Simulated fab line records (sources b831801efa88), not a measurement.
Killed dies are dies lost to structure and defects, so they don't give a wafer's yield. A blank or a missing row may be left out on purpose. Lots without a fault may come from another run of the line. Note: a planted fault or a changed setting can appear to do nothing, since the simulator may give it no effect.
What tool caused it? | flow sky130 | Sampling: 11 lots, 33 wafers, 2 of 708 route steps

== WHAT THE GAUGES SHOWED, per wafer ==
SKY_VIA3_RS_MEAS_22: measures by four-point-probe. Usual: VIA3_W_RS gives 0.291 ohm/sq (standard deviation 0.0041).
lot  | measured     | on            | VIA3_W_RS (ohm/sq) | flag
L412 | day 39 15:06 | film-metro-01 | 0.291 0.289 0.284  |
L416 | day 40 13:03 | film-metro-03 | 0.290 0.286 0.289  |
L417 | day 41 11:14 | film-metro-01 | 0.299 0.298 0.290  |
L420 | day 42 07:35 | film-metro-01 | 0.296 0.295 0.289  |
L421 | day 42 10:29 | film-metro-03 | 0.286 0.294 0.292  |
L422 | day 43 00:57 | film-metro-02 | 0.294 0.285 0.288  |
L423 | day 43 03:55 | film-metro-01 | 0.293 0.296 0.294  |
L425 | day 43 12:01 | film-metro-03 | 0.294 0.286 0.292  |
L433 | day 45 12:50 | film-metro-03 | 0.292 0.295 0.291  |
L434 | day 45 15:58 | film-metro-01 | 0.287 0.291 0.292  |
L435 | day 46 04:38 | film-metro-01 | 0.288 0.290 0.293  |

SKY_VIA3_THK_MEAS_23: measures by xrf. Usual: VIA3_W_THK gives 401 nm (standard deviation 6.3).
lot  | measured     | on            | VIA3_W_THK (nm) | flag
L412 | day 39 15:13 | film-metro-01 | 401 403 413     |
L416 | day 40 13:10 | film-metro-03 | 399 406 402     |
L417 | day 41 11:20 | film-metro-01 | 387 386 398     |
L420 | day 42 07:42 | film-metro-01 | 393 397 402     |
L421 | day 42 10:36 | film-metro-03 | 409 399 401     |
L422 | day 43 01:04 | film-metro-02 | 398 413 407     |
L423 | day 43 04:01 | film-metro-01 | 397 396 399     |
L425 | day 43 12:06 | film-metro-03 | 394 407 398     |
L433 | day 45 12:58 | film-metro-03 | 401 394 401     |
L434 | day 45 16:04 | film-metro-01 | 398 394 395     |
L435 | day 46 04:45 | film-metro-01 | 406 405 400     |

== TOOL THAT RAN EACH LOT (tool first, then ch and the chambers of the sampled wafers, then the start) ==
There is no process step in the record ahead of these readings.

== AS READ BY THE TOOLS THEMSELVES (means over the sampled wafers that have a number; for cases with no such wafer, the mark the record gives instead) ==
The record holds no such reading with a usual standard deviation.

== THE ANSWER, worked out from the rows above alone ==
Rule: a lot is off if the mean of its wafers that have a number lies more than 3 standard deviations from the usual mean. Also off: a lot with no number at a reading for which 4 or more lots have one. Where the step has rows for the other lots, those lots are counted as sound. Order of review: gauges by route order, followed by the tools' own readings, for which a lot's mean as printed above is used. The first step at which some lot is off is used, and at that step the reading that is off furthest; a lot without a number counts as furthest.
No lot is off on any of the readings shown, so nothing can be concluded from this.

== WHAT WAS PUT IN BY THE SIMULATOR ==
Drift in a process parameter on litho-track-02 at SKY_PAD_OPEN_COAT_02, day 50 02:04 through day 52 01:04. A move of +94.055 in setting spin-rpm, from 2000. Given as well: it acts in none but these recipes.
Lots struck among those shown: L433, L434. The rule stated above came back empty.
